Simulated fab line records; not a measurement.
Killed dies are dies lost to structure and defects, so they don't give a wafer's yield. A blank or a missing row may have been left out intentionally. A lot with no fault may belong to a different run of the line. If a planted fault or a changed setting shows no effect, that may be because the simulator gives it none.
Struck lot and sound lot, side by side :: flow gf180mcu :: 17 steps out of a route of 602
Sound: the wafers L856.2, L856.3, L856.5. Wafers struck: L870.1, L870.4, L870.5. The cause is named last.
Per side, at each step with rows, come the tool, then ch with its chambers, and then its first start. Under that, the readings that differ: sound wafers :: struck wafers :: difference of the means :: sigmas: that difference in standard deviations of wafers without a fault.
alike: same words and numbers on both sides, and readings whose means sit less than 2 such deviations apart. not compared: any withheld reading, any reading some wafer has no value for, any bound like >300 that may hide the same value, and any number with overlapping values for which the record gives no deviation.
Wherever a step has rows on one side only, a row that says differs or no value, or a row with sigmas, the two part there. Non-overlapping numbers with no deviation appear without sigmas and do not part them. A reading that every wafer of one side lacks parts them only if that side has two wafers or more.

first, 3 steps without rows for these wafers: GF_MVSD_EXPOSE_04 (exposes mask MVSD, target cd 1000 nm); GF_MVSD_PEB_05; GF_MVSD_DEVELOP_06 (develop time 60 s).
GF_MVSD_OVL_MEAS_07:
  sound: overlay-01 at day 4 09:08; struck: overlay-01 at day 7 20:30
  alike: MVSD_OVL
then, 2 steps without rows for these wafers: GF_MVSD_IMPLANT_08; GF_MVSD_IMPLANT_09.
GF_MVSD_STRIP_10: strips in O2/N2.
  sound on plasma_asher-01 ch 0,1, day 4 09:28; struck on plasma_asher-04 ch 1, day 7 20:50
  alike: drypump_motor_current_A, heater_power_w, oes_product_au, strip_time_to_endpoint_s
  not compared: rf_hours_counter_h
GF_MVSD_TW_MEAS_11:
  sound: film_metro-03 at day 4 09:35; struck: film_metro-01 at day 7 20:56
reading: MVSD_TW
sound: 1547 1539 1545
struck: 1579 1579 1581
difference: +36
sigmas: +2
then, 4 steps without rows for these wafers: GF_MVPSD_DEHYDRATE_00 (time 60 s); GF_MVPSD_HMDS_01 (prime time 60 s); GF_MVPSD_COAT_02 (resist thk 3000 nm); GF_MVPSD_SOFTBAKE_03.
GF_MVPSD_EXPOSE_04: exposes mask MVPSD, target cd 1000 nm.
  sound on iline_stepper-01 ch 0, day 4 16:17; struck on iline_stepper-01 ch 0, day 8 05:25
reading: model.MVPSD.overlay_x_nm (nm)
sound: 0.175 0.175 0.175
struck: 164.2 164.2 164.2
difference: +164.0
sigmas: 
  alike: mask, reticle_temp_C
then, 2 steps without rows for these wafers: GF_MVPSD_PEB_05; GF_MVPSD_DEVELOP_06 (develop time 60 s).
GF_MVPSD_OVL_MEAS_07:
  sound: overlay-01 at day 4 22:12; struck: overlay-02 at day 8 13:30
reading: MVPSD_OVL (nm)
sound: 0.2 -1.7 -0.1
struck: 165.3 165.5 167.4
difference: +166.6
sigmas: +99 or more
  not compared: hold
next, for these wafers, 1 step has no rows: GF_PASSIVATION_PROBE_99.

## WHERE THEY PART
Earliest at GF_MVSD_TW_MEAS_11; latest, in this record, at GF_MVPSD_OVL_MEAS_07.

WHY: whatever the simulator had introduced
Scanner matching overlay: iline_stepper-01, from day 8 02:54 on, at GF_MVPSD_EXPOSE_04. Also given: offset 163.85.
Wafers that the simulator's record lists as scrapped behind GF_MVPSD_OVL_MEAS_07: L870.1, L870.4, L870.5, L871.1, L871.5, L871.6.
